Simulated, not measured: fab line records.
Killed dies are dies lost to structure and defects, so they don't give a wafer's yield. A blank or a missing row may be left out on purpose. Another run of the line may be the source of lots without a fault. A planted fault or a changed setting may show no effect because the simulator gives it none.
The tool behind it: which one? || flow sky130 || Sampling: 10 lots, 30 wafers, 6 of 708 route steps

== WHAT THE GAUGES READ, wafer by wafer ==
SKY_LDD_N_TW_MEAS_17.
{"lot": "L930", "measured": "day 18 18:05", "on": "filmMetro-01", "LDD_N_TW": "2560 2572 2571"}
{"lot": "L932", "measured": "day 19 19:40", "on": "filmMetro-01", "LDD_N_TW": "2586 2584 2595"}
{"lot": "L934", "measured": "day 20 03:55", "on": "filmMetro-04", "LDD_N_TW": "2559 2554 2549"}
{"lot": "L938", "measured": "day 21 06:56", "on": "filmMetro-03", "LDD_N_TW": "2564 2586 2586"}
{"lot": "L939", "measured": "day 21 15:14", "on": "filmMetro-04", "LDD_N_TW": "2528 2533 2530"}
{"lot": "L944", "measured": "day 24 03:16", "on": "filmMetro-04", "LDD_N_TW": "2933 2927 2947"}
{"lot": "L947", "measured": "day 25 02:14", "on": "filmMetro-04", "LDD_N_TW": "2893 2915 2894"}
{"lot": "L949", "measured": "day 25 07:59", "on": "filmMetro-04", "LDD_N_TW": "2521 2539 2543"}
{"lot": "L950", "measured": "day 25 12:22", "on": "filmMetro-01", "LDD_N_TW": "2568 2567 2573"}
{"lot": "L951", "measured": "day 26 01:28", "on": "filmMetro-01", "LDD_N_TW": "2572 2571 2562"}

== TOOL THAT RAN EACH LOT (tool first, then ch and the chambers of the sampled wafers, then the start) ==
{"lot": "L930", "SKY_VT_ADJUST_PCH_STRIP_09": "plasmaAsher-01 ch 0,1, day 11 04:16", "SKY_RES_PROTECT_STRIP_07": "plasmaAsher-01 ch 0,1, day 15 23:38", "SKY_POLY_GATE_STRIP_18": "plasmaAsher-01 ch 0, day 17 06:44", "SKY_LDD_N_IMPLANT_08": "implanter-01 ch 0, day 18 16:47", "SKY_LDD_N_STRIP_16": "plasmaAsher-02 ch 0,1, day 18 17:59"}
{"lot": "L932", "SKY_VT_ADJUST_PCH_STRIP_09": "plasmaAsher-04 ch 0,1, day 11 12:50", "SKY_RES_PROTECT_STRIP_07": "plasmaAsher-01 ch 0,1, day 16 09:29", "SKY_POLY_GATE_STRIP_18": "plasmaAsher-04 ch 0,1, day 18 10:07", "SKY_LDD_N_IMPLANT_08": "implanter-01 ch 0, day 19 18:22", "SKY_LDD_N_STRIP_16": "plasmaAsher-03 ch 0,1, day 19 19:34"}
{"lot": "L934", "SKY_VT_ADJUST_PCH_STRIP_09": "plasmaAsher-01 ch 1, day 12 09:06", "SKY_RES_PROTECT_STRIP_07": "plasmaAsher-03 ch 0,1, day 17 06:48", "SKY_POLY_GATE_STRIP_18": "plasmaAsher-04 ch 0,1, day 18 16:46", "SKY_LDD_N_IMPLANT_08": "implanter-01 ch 0, day 20 02:37", "SKY_LDD_N_STRIP_16": "plasmaAsher-02 ch 0, day 20 03:49"}
{"lot": "L938", "SKY_VT_ADJUST_PCH_STRIP_09": "plasmaAsher-03 ch 0,1, day 13 11:23", "SKY_RES_PROTECT_STRIP_07": "plasmaAsher-02 ch 0,1, day 18 13:17", "SKY_POLY_GATE_STRIP_18": "plasmaAsher-01 ch 0,1, day 19 21:26", "SKY_LDD_N_IMPLANT_08": "implanter-02 ch 0, day 21 05:38", "SKY_LDD_N_STRIP_16": "plasmaAsher-02 ch 0,1, day 21 06:50"}
{"lot": "L939", "SKY_VT_ADJUST_PCH_STRIP_09": "plasmaAsher-01 ch 0,1, day 13 16:45", "SKY_RES_PROTECT_STRIP_07": "plasmaAsher-02 ch 0,1, day 18 22:09", "SKY_POLY_GATE_STRIP_18": "plasmaAsher-04 ch 0,1, day 20 06:45", "SKY_LDD_N_IMPLANT_08": "implanter-03 ch 0, day 21 13:58", "SKY_LDD_N_STRIP_16": "plasmaAsher-03 ch 0,1, day 21 15:09"}
{"lot": "L944", "SKY_VT_ADJUST_PCH_STRIP_09": "plasmaAsher-03 ch 0,1, day 15 07:16", "SKY_RES_PROTECT_STRIP_07": "plasmaAsher-03 ch 0,1, day 21 09:48", "SKY_POLY_GATE_STRIP_18": "plasmaAsher-04 ch 0,1, day 22 18:08", "SKY_LDD_N_IMPLANT_08": "implanter-01 ch 0, day 24 01:59", "SKY_LDD_N_STRIP_16": "plasmaAsher-03 ch 0,1, day 24 03:10"}
{"lot": "L947", "SKY_VT_ADJUST_PCH_STRIP_09": "plasmaAsher-01 ch 0,1, day 16 22:14", "SKY_RES_PROTECT_STRIP_07": "plasmaAsher-01 ch 0,1, day 22 09:50", "SKY_POLY_GATE_STRIP_18": "plasmaAsher-01 ch 0,1, day 23 17:59", "SKY_LDD_N_IMPLANT_08": "implanter-01 ch 0, day 25 00:58", "SKY_LDD_N_STRIP_16": "plasmaAsher-03 ch 0,1, day 25 02:09"}
{"lot": "L949", "SKY_VT_ADJUST_PCH_STRIP_09": "plasmaAsher-01 ch 0,1, day 17 03:49", "SKY_RES_PROTECT_STRIP_07": "plasmaAsher-03 ch 0,1, day 22 14:35", "SKY_POLY_GATE_STRIP_18": "plasmaAsher-04 ch 0,1, day 23 23:17", "SKY_LDD_N_IMPLANT_08": "implanter-03 ch 0, day 25 06:41", "SKY_LDD_N_STRIP_16": "plasmaAsher-03 ch 0,1, day 25 07:53"}
{"lot": "L950", "SKY_VT_ADJUST_PCH_STRIP_09": "plasmaAsher-04 ch 1, day 17 09:26", "SKY_RES_PROTECT_STRIP_07": "plasmaAsher-02 ch 0,1, day 22 20:42", "SKY_POLY_GATE_STRIP_18": "plasmaAsher-03 ch 0,1, day 24 04:47", "SKY_LDD_N_IMPLANT_08": "implanter-02 ch 0, day 25 11:05", "SKY_LDD_N_STRIP_16": "plasmaAsher-02 ch 0,1, day 25 12:16"}
{"lot": "L951", "SKY_VT_ADJUST_PCH_STRIP_09": "plasmaAsher-04 ch 0,1, day 17 21:16", "SKY_RES_PROTECT_STRIP_07": "plasmaAsher-01 ch 0,1, day 23 09:56", "SKY_POLY_GATE_STRIP_18": "plasmaAsher-04 ch 0,1, day 24 17:38", "SKY_LDD_N_IMPLANT_08": "implanter-02 ch 0, day 26 00:11", "SKY_LDD_N_STRIP_16": "plasmaAsher-03 ch 0,1, day 26 01:22"}
- SKY_VT_ADJUST_PCH_STRIP_09: strips in O2/N2.
- SKY_RES_PROTECT_STRIP_07: strips in O2/N2.
- SKY_POLY_GATE_STRIP_18: strips in O2/N2.
- SKY_LDD_N_IMPLANT_08
- SKY_LDD_N_STRIP_16: strips in O2/N2.

== THE ANSWER, worked out from the rows above alone ==
Rule: what is usual is taken from the lots themselves. Put in order of their means at a reading, lots are off if they are a third of the lots or fewer, leave a main group of 4 or more, and stand apart from it by a gap of 3 or more times the standard deviation of the main group's means; of several such gaps the widest counts. Not used: any main group whose means are identical at the precision the tables above print for the reading. A lot without any number at a reading at which 4 lots or more have one is off too. Any other lot the step has rows for is counted as sound.
Off: L944, L947, at SKY_LDD_N_TW_MEAS_17 (LDD_N_TW). Main group: mean 2561, sd 19.
If a tool, at a process step before that reading, ran all the lots that are off and no sound lot after the first of them, it fits. The gauges at SKY_LDD_N_TW_MEAS_17 are tried like those tools. One fits: SKY_LDD_N_IMPLANT_08 on implanter-01. Its last sound lot is L934 (day 20 02:37), its first lot that is off L944 (day 24 01:59): a fault that began between those two fits.

== WHAT WAS PUT IN BY THE SIMULATOR ==
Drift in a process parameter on implanter-01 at SKY_LDD_N_IMPLANT_08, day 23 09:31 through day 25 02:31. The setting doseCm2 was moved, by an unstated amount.
Struck lots among those shown: L944, L947. The rule above reached the same finding.
